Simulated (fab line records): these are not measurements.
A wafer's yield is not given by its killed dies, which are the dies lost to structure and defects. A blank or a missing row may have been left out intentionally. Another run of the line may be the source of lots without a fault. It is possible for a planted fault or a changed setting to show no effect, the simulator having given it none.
What tool caused it? ; flow gf180mcu ; route of 602 steps, sampled at 1 step: 6 lots, 18 wafers

WHAT EACH GAUGE READ, for each wafer
GF_STI_BOW_MEAS_00.
lot;measured;on;INCOMING_BOW (um)
L682;day 1 20:00;film_metro-02;-2 -4 -6
L685;day 2 11:01;film_metro-02;-8 3 0
L689;day 3 07:00;film_metro-03;-1 -7 6
L691;day 3 17:02;film_metro-03;-7 6 7
L698;day 5 04:02;film_metro-03;-8 7 3
L703;day 6 05:00;film_metro-02;-2 -5 4

EACH LOT AND THE TOOL THAT RAN IT (in order: tool; ch and the chambers of the sampled wafers; start)
The record shows no process step preceding these readings.

THE ANSWER, worked out from the rows above alone
Rule: the usual values come from the lots themselves. Put in order of their means at a reading, lots are off if they are a third of the lots or fewer, leave a main group of 4 or more, and stand apart from it by a gap of 3 or more times the standard deviation of the main group's means; of several such gaps the widest counts. A main group whose means are all the same, to the digits that the tables above print for the reading, isn't used. Also off: a lot with no number at a reading for which 4 or more lots have one. Any other lot the step has rows for is counted as sound.
No lot is off at any reading shown: from this, nothing can be told.

WHAT THE SIMULATOR PUT IN
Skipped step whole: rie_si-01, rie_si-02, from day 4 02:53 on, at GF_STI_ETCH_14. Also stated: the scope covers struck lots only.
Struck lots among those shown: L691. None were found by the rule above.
